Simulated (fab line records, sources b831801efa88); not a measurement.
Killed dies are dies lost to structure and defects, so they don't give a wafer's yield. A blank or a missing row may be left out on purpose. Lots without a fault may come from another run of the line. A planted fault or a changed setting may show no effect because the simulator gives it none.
Tool commonality check | flow sky130 | 13 lots, 39 wafers sampled

WHY IT WAS OPENED
At SKY_LDD_LDN_TW_MEAS_13 the reading LDD_LDN_TW is flagged on 2 of 13 lots. Wafers without a fault read 1482, standard deviation 7.6.
Rule: a lot is flagged when every wafer of it that has a number lies more than 4 standard deviations from that mean, or none has a number. The other lots count as sound.

lot  | measured     | on            | LDD_LDN_TW, wafer by wafer | flag
L700 | day 22 17:01 | film_metro-02 | 1464 1480 1482             |
L702 | day 23 16:43 | film_metro-03 | 1474 1474 1469             |
L705 | day 24 20:34 | film_metro-03 | 1476 1490 1486             |
L703 | day 24 21:25 | film_metro-02 | 1484 1468 1470             |
L704 | day 25 00:32 | film_metro-03 | 1481 1492 1479             |
L706 | day 25 09:28 | film_metro-02 | 1481 1484 1481             |
L711 | day 27 02:23 | film_metro-03 | 1585 1586 1587             | FLAGGED
L715 | day 28 08:59 | film_metro-03 | 1571 1575 1576             | FLAGGED
L719 | day 29 05:46 | film_metro-03 | 1489 1490 1485             |
L720 | day 30 02:34 | film_metro-02 | 1494 1485 1487             |
L721 | day 30 12:07 | film_metro-03 | 1476 1476 1484             |
L722 | day 30 18:10 | film_metro-02 | 1494 1495 1499             |
L723 | day 31 04:43 | film_metro-03 | 1484 1482 1483             |
The numbers of the flagged lots are 1580 on average: +98 against the usual, or +13 standard deviations.

WHICH TOOL RAN EACH LOT
The record holds 1 process step before the reading, out of a route of 708 steps. In each cell: the tool, then ch and the chambers that the sampled wafers went through, then the start.
lot  | flag    | SKY_LDD_LDN_IMPLANT_09
L700 |         | implanter-02 ch 0, day 22 16:28
L702 |         | implanter-03 ch 0, day 23 16:10
L705 |         | implanter-02 ch 0, day 24 20:01
L703 |         | implanter-04 ch 0, day 24 20:52
L704 |         | implanter-02 ch 0, day 25 00:01
L706 |         | implanter-02 ch 0, day 25 08:55
L711 | FLAGGED | implanter-03 ch 0, day 27 01:32
L715 | FLAGGED | implanter-04 ch 0, day 28 08:07
L719 |         | implanter-03 ch 0, day 29 05:14
L720 |         | implanter-03 ch 0, day 30 02:02
L721 |         | implanter-02 ch 0, day 30 11:35
L722 |         | implanter-04 ch 0, day 30 17:37
L723 |         | implanter-04 ch 0, day 31 04:11
What these steps do:
- SKY_LDD_LDN_IMPLANT_09
- SKY_LDD_LDN_TW_MEAS_13

FLAGGED OVER TOTAL, TOOL BY TOOL (the gauges that took the reading come last)
step                   | tool          | lots run | flagged | share of the flagged lots | sound lots run after its first flagged lot
SKY_LDD_LDN_IMPLANT_09 | implanter-02  | 5        | 0       | none                      | -
SKY_LDD_LDN_IMPLANT_09 | implanter-03  | 4        | 1       | some                      | 2 (L719,L720)
SKY_LDD_LDN_IMPLANT_09 | implanter-04  | 4        | 1       | some                      | 2 (L722,L723)
SKY_LDD_LDN_TW_MEAS_13 | film_metro-02 | 5        | 0       | none                      | -
SKY_LDD_LDN_TW_MEAS_13 | film_metro-03 | 8        | 2       | all                       | 3 (L719,L721,L723)

WHAT THE TABLE ALLOWS
1 row of the table ran every flagged lot: film_metro-03 at SKY_LDD_LDN_TW_MEAS_13.
- film_metro-03 at SKY_LDD_LDN_TW_MEAS_13: 2 of its 8 lots flagged. Sound lots ran on it after the first flagged one (L719, L721, L723), which a lasting fault on the whole tool wouldn't allow.
No row of the table ran every flagged lot and no sound lot after the first.

WHAT THE SIMULATOR HAD PUT IN
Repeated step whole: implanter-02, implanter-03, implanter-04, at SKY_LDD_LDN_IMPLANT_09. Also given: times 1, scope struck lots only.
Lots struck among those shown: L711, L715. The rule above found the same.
